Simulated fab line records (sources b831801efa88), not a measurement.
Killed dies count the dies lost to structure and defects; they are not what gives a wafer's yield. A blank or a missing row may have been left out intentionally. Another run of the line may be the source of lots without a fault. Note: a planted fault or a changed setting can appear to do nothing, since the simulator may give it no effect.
What tool caused it? / flow gf180mcu / 14 lots, 42 wafers sampled, at 4 steps of a route of 602

== WHAT THE GAUGES READ, wafer by wafer ==
GF_SAB_CD_MEAS_09: target cd 420 nm. Usual: cdNm 420.0 nm, standard deviation 2.2.
lot=L772; measured=day 14 08:13; on=cdSem-01; cdNm (nm)=420.4 421.3 422.6; flag=
lot=L773; measured=day 14 13:44; on=cdSem-01; cdNm (nm)=418.5 420.8 419.2; flag=
lot=L775; measured=day 15 09:11; on=cdSem-02; cdNm (nm)=417.0 418.7 418.6; flag=
lot=L778; measured=day 18 16:23; on=cdSem-01; cdNm (nm)=419.8 421.1 420.1; flag=
lot=L782; measured=day 18 23:43; on=cdSem-01; cdNm (nm)=420.9 423.6 424.2; flag=
lot=L781; measured=day 19 03:54; on=cdSem-01; cdNm (nm)=420.8 421.3 421.6; flag=
lot=L784; measured=day 19 06:53; on=cdSem-01; cdNm (nm)=420.8 422.9 421.8; flag=
lot=L786; measured=day 20 19:30; on=cdSem-01; cdNm (nm)=420.7 420.0 421.1; flag=
lot=L787; measured=day 20 21:21; on=cdSem-01; cdNm (nm)=418.1 419.7 417.0; flag=
lot=L788; measured=day 21 03:58; on=cdSem-02; cdNm (nm)=419.3 420.6 417.6; flag=
lot=L789; measured=day 21 16:16; on=cdSem-02; cdNm (nm)=417.6 418.5 418.3; flag=
lot=L790; measured=day 22 03:37; on=cdSem-01; cdNm (nm)=415.0 416.5 416.6; flag=
lot=L792; measured=day 22 20:31; on=cdSem-02; cdNm (nm)=422.4 422.3 423.3; flag=
lot=L791; measured=day 22 21:40; on=cdSem-02; cdNm (nm)=419.4 419.5 423.4; flag=

GF_CONTACT_CD_MEAS_14: target cd 220 nm. Usual: cdNm 220.2 nm, standard deviation 1.6.
lot=L772; measured=day 15 06:41; on=cdSem-01; cdNm (nm)=218.3 220.6 218.4; flag=
lot=L773; measured=day 15 12:21; on=cdSem-02; cdNm (nm)=220.2 221.1 221.0; flag=
lot=L775; measured=day 16 08:27; on=cdSem-01; cdNm (nm)=220.6 220.6 220.6; flag=
lot=L778; measured=day 19 18:58; on=cdSem-01; cdNm (nm)=221.0 219.3 219.1; flag=
lot=L782; measured=day 20 02:21; on=cdSem-01; cdNm (nm)=219.1 219.7 220.2; flag=
lot=L781; measured=day 20 05:42; on=cdSem-01; cdNm (nm)=220.4 220.9 220.9; flag=
lot=L784; measured=day 20 09:18; on=cdSem-01; cdNm (nm)=218.6 218.2 219.1; flag=
lot=L786; measured=day 21 21:05; on=cdSem-01; cdNm (nm)=221.1 223.8 221.4; flag=
lot=L787; measured=day 21 23:03; on=cdSem-01; cdNm (nm)=221.9 222.1 221.8; flag=
lot=L788; measured=day 22 05:35; on=cdSem-02; cdNm (nm)=223.1 221.7 222.8; flag=
lot=L789; measured=day 22 17:36; on=cdSem-01; cdNm (nm)=219.9 218.9 221.0; flag=
lot=L790; measured=day 23 04:33; on=cdSem-02; cdNm (nm)=217.6 218.2 216.7; flag=
lot=L792; measured=day 23 20:23; on=cdSem-01; cdNm (nm)=217.4 217.9 217.9; flag=
lot=L791; measured=day 23 21:31; on=cdSem-02; cdNm (nm)=219.9 218.7 220.0; flag=

== TOOL THAT RAN EACH LOT (tool first, then ch and the chambers of the sampled wafers, then the start) ==
lot=L772; GF_SALICIDE_RTA_08=rtpAnneal-02 ch 0, day 14 09:08; GF_CONTACT_CVD_02=pecvd-03 ch 0,1,2, day 14 09:20
lot=L773; GF_SALICIDE_RTA_08=rtpAnneal-02 ch 0, day 14 14:41; GF_CONTACT_CVD_02=pecvd-03 ch 0,1,2, day 14 14:53
lot=L775; GF_SALICIDE_RTA_08=rtpAnneal-02 ch 0, day 15 10:07; GF_CONTACT_CVD_02=pecvd-03 ch 0,1, day 15 10:19
lot=L778; GF_SALICIDE_RTA_08=rtpAnneal-02 ch 0, day 18 17:19; GF_CONTACT_CVD_02=pecvd-03 ch 0,1, day 18 17:31
lot=L782; GF_SALICIDE_RTA_08=rtpAnneal-02 ch 0, day 19 00:39; GF_CONTACT_CVD_02=pecvd-01 ch 0,1,2, day 19 00:50
lot=L781; GF_SALICIDE_RTA_08=rtpAnneal-01 ch 0, day 19 04:51; GF_CONTACT_CVD_02=pecvd-02 ch 0,1, day 19 05:03
lot=L784; GF_SALICIDE_RTA_08=rtpAnneal-02 ch 0, day 19 07:50; GF_CONTACT_CVD_02=pecvd-01 ch 0,2, day 19 08:01
lot=L786; GF_SALICIDE_RTA_08=rtpAnneal-02 ch 0, day 20 20:26; GF_CONTACT_CVD_02=pecvd-02 ch 1,2, day 20 20:40
lot=L787; GF_SALICIDE_RTA_08=rtpAnneal-02 ch 0, day 20 22:17; GF_CONTACT_CVD_02=pecvd-02 ch 0,1,2, day 20 22:28
lot=L788; GF_SALICIDE_RTA_08=rtpAnneal-02 ch 0, day 21 04:53; GF_CONTACT_CVD_02=pecvd-01 ch 0,2, day 21 05:05
lot=L789; GF_SALICIDE_RTA_08=rtpAnneal-01 ch 0, day 21 17:11; GF_CONTACT_CVD_02=pecvd-02 ch 0,1,2, day 21 17:23
lot=L790; GF_SALICIDE_RTA_08=rtpAnneal-01 ch 0, day 22 04:33; GF_CONTACT_CVD_02=pecvd-02 ch 0,1,2, day 22 04:45
lot=L792; GF_SALICIDE_RTA_08=rtpAnneal-01 ch 0, day 22 21:35; GF_CONTACT_CVD_02=pecvd-01 ch 0,2, day 22 21:47
lot=L791; GF_SALICIDE_RTA_08=rtpAnneal-01 ch 0, day 22 22:40; GF_CONTACT_CVD_02=pecvd-02 ch 0,1, day 22 22:52
- GF_SALICIDE_RTA_08: time 30 s.
- GF_CONTACT_CVD_02: deposits SiO2 from TEOS, target thk 860 nm, time 95.992 s.

== WHAT THE TOOLS THEMSELVES READ (means of the sampled wafers that have a number; where no wafer has one, the mark that the record gives instead) ==
GF_SALICIDE_RTA_08. Usual: lampPowerPct 17.3 %, standard deviation 2.3; runLengthS 58.46 s, standard deviation 0.25; wafer_temp_C_max 803.5, standard deviation 0.87.
lot=L772; tool=rtpAnneal-02; lampPowerPct (%)=15.1; runLengthS (s)=58.42; wafer_temp_C_max=803.3; flag=
lot=L773; tool=rtpAnneal-02; lampPowerPct (%)=15.1; runLengthS (s)=58.34; wafer_temp_C_max=803.2; flag=
lot=L775; tool=rtpAnneal-02; lampPowerPct (%)=15.1; runLengthS (s)=58.44; wafer_temp_C_max=802.8; flag=
lot=L778; tool=rtpAnneal-02; lampPowerPct (%)=15.1; runLengthS (s)=58.23; wafer_temp_C_max=803.2; flag=
lot=L782; tool=rtpAnneal-02; lampPowerPct (%)=15.1; runLengthS (s)=58.23; wafer_temp_C_max=804.2; flag=
lot=L781; tool=rtpAnneal-01; lampPowerPct (%)=19.8; runLengthS (s)=58.69; wafer_temp_C_max=804.0; flag=
lot=L784; tool=rtpAnneal-02; lampPowerPct (%)=15.1; runLengthS (s)=58.49; wafer_temp_C_max=803.0; flag=
lot=L786; tool=rtpAnneal-02; lampPowerPct (%)=15.1; runLengthS (s)=58.20; wafer_temp_C_max=802.7; flag=
lot=L787; tool=rtpAnneal-02; lampPowerPct (%)=15.1; runLengthS (s)=93.42; wafer_temp_C_max=802.9; flag=OFF
lot=L788; tool=rtpAnneal-02; lampPowerPct (%)=15.1; runLengthS (s)=93.16; wafer_temp_C_max=803.1; flag=OFF
lot=L789; tool=rtpAnneal-01; lampPowerPct (%)=19.8; runLengthS (s)=58.60; wafer_temp_C_max=803.9; flag=
lot=L790; tool=rtpAnneal-01; lampPowerPct (%)=19.8; runLengthS (s)=58.64; wafer_temp_C_max=803.4; flag=
lot=L792; tool=rtpAnneal-01; lampPowerPct (%)=19.8; runLengthS (s)=58.48; wafer_temp_C_max=804.1; flag=
lot=L791; tool=rtpAnneal-01; lampPowerPct (%)=19.8; runLengthS (s)=58.60; wafer_temp_C_max=803.6; flag=

GF_CONTACT_CVD_02. Usual: heaterPowerOuterW 380 W, standard deviation 73; heaterPowerW 679 W, standard deviation 110.
lot=L772; tool=pecvd-03; heaterPowerOuterW (W)=418; heaterPowerW (W)=720; flag=
lot=L773; tool=pecvd-03; heaterPowerOuterW (W)=455; heaterPowerW (W)=770; flag=
lot=L775; tool=pecvd-03; heaterPowerOuterW (W)=426; heaterPowerW (W)=748; flag=
lot=L778; tool=pecvd-03; heaterPowerOuterW (W)=398; heaterPowerW (W)=706; flag=
lot=L782; tool=pecvd-01; heaterPowerOuterW (W)=366; heaterPowerW (W)=644; flag=
lot=L781; tool=pecvd-02; heaterPowerOuterW (W)=414; heaterPowerW (W)=767; flag=
lot=L784; tool=pecvd-01; heaterPowerOuterW (W)=440; heaterPowerW (W)=749; flag=
lot=L786; tool=pecvd-02; heaterPowerOuterW (W)=311; heaterPowerW (W)=600; flag=
lot=L787; tool=pecvd-02; heaterPowerOuterW (W)=370; heaterPowerW (W)=675; flag=
lot=L788; tool=pecvd-01; heaterPowerOuterW (W)=346; heaterPowerW (W)=627; flag=
lot=L789; tool=pecvd-02; heaterPowerOuterW (W)=393; heaterPowerW (W)=716; flag=
lot=L790; tool=pecvd-02; heaterPowerOuterW (W)=406; heaterPowerW (W)=733; flag=
lot=L792; tool=pecvd-01; heaterPowerOuterW (W)=345; heaterPowerW (W)=623; flag=
lot=L791; tool=pecvd-02; heaterPowerOuterW (W)=433; heaterPowerW (W)=782; flag=

== THE ANSWER, worked out from the rows above alone ==
Rule: take the mean of a lot's wafers that have a number; if it is more than 3 standard deviations from the usual mean, the lot is off. Also off: a lot with no number at a reading for which 4 or more lots have one. Where the step has rows for the other lots, those lots are counted as sound. First the gauges in route order, then the tools' own readings, where a lot's mean is used as printed above. At the first step where some lot is off, the reading lying furthest off is the one used; lots without a number count as furthest.
Off, at GF_SALICIDE_RTA_08 on runLengthS: L787, L788.
A tool fits if, at that step or a process step before it, it ran every lot that is off, and no sound lot after the first of them. One candidate fits, namely rtpAnneal-02 at GF_SALICIDE_RTA_08. A fault onset in the window from L786 (day 20 20:26, its last sound lot) to L787 (day 20 22:17, its first lot off) fits.
On the lots that are off, the tool's own readings at GF_SALICIDE_RTA_08 differ by more than 5 times the standard deviation of the sound lots' means, which bears it out; runLengthS reads 93.29 s there versus 58.45 s on the sound lots.

== WHAT THE SIMULATOR PUT IN ==
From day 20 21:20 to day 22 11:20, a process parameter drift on rtpAnneal-02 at GF_SALICIDE_RTA_08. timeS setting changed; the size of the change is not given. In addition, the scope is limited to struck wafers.
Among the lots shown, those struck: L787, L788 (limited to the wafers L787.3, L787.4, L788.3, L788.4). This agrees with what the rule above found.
